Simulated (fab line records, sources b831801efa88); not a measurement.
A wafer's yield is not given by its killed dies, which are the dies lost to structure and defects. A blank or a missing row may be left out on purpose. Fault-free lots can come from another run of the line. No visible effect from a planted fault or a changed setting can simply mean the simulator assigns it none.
A lot that was struck, set against a sound lot | flow sky130 | 14 out of 708 route steps
Sound: wafers L589.2, L589.3, L589.6. Wafers struck: L602.3, L602.5, L602.6. The cause is named last.
Per side, at each step with rows, come the tool, then ch with its chambers, and then its first start. Under that, the readings that differ: sound wafers | struck wafers | difference of the means | sigmas: that difference in standard deviations of wafers without a fault.
alike: same words and numbers on both sides, and readings whose means sit less than 2 such deviations apart. not compared: any withheld reading, any reading some wafer has no value for, any bound like >300 that may hide the same value, and any number with overlapping values for which the record gives no deviation.
Wherever a step has rows on one side only, a row that says differs or no value, or a row with sigmas, the two part there. When numbers do not overlap yet have no deviation, they are printed without sigmas and do not part them. A reading missing from all wafers of one side parts the sides only when that side holds two or more wafers.

first, 1 step without rows for these wafers: SKY_METAL5_CLEAN_19 (cleans in O3/DIW).
SKY_PASSIVATION_CVD_00: deposits SiO2, target thk 90 nm.
  sound on pecvd-02 ch 0,1, day 44 17:12; struck on pecvd-02 ch 0,1,2, day 48 02:50
  alike: heater_power_w
SKY_PASSIVATION_THK_MEAS_01:
  sound on film_metro-02 at day 44 17:14; struck on film_metro-04 at day 48 02:52
  alike: PASSIVATION_CVD_00_THK
SKY_PASSIVATION_CVD_02: deposits Si3N4, target thk 540 nm.
  sound on pecvd-01 ch 0,1,2, day 44 17:17; struck on pecvd-04 ch 0,1,2, day 48 02:55
  alike: heater_power_w
SKY_PASSIVATION_THK_MEAS_03:
  sound on film_metro-04 at day 44 17:31; struck on film_metro-04 at day 48 03:09
  alike: PASSIVATION_CVD_02_THK
then, 7 steps without rows for these wafers: SKY_PASSIVATION_DEHYDRATE_04 (time 60 s); SKY_PASSIVATION_HMDS_05 (prime time 60 s); SKY_PASSIVATION_COAT_06 (resist thk 3000 nm); SKY_PASSIVATION_SOFTBAKE_07; SKY_PASSIVATION_EXPOSE_08 (exposes mask NSM, target cd 3000 nm); SKY_PASSIVATION_PEB_09; SKY_PASSIVATION_DEVELOP_10 (develop time 60 s).
SKY_PASSIVATION_ETCH_11: etches the open film in CF4/O2, stops on AlCu, target depth 725 nm, time 161.1 s.
  sound on rie_diel-04 ch 0,3, day 45 14:50; struck on rie_diel-01 ch 0,3, day 48 21:05
  no value came back on the struck wafers for any of 6 readings (O2_flow_sccm (sccm), bias_w (W) and others); on the sound wafers O2_flow_sccm (sccm) reads 10.05 9.99 10.02
  reading                                       | sound          | struck         | difference | sigmas
  model.coat_of_PASSIVATION_COAT_06.thk_nm (nm) | 2534 2530 2536 | 2999 3009 2996 | +468       |
  not compared: rf_hours_counter_h
SKY_PASSIVATION_STRIP_12: strips in O2/N2.
  sound on plasma_asher-04 ch 1, day 45 14:56; struck on plasma_asher-02 ch 0,1, day 48 21:13
  reading                      | sound             | struck            | difference | sigmas
  strip_time_to_endpoint_s (s) | 31.73 31.68 31.77 | 36.96 37.09 36.91 | +5.26      | +31
  alike: drypump_motor_current_A, oes_product_au
  not compared: rf_hours_counter_h

WHERE THEY PART
First at SKY_PASSIVATION_ETCH_11; last, within this record, at SKY_PASSIVATION_STRIP_12.

WHY: what had been put in by the simulator
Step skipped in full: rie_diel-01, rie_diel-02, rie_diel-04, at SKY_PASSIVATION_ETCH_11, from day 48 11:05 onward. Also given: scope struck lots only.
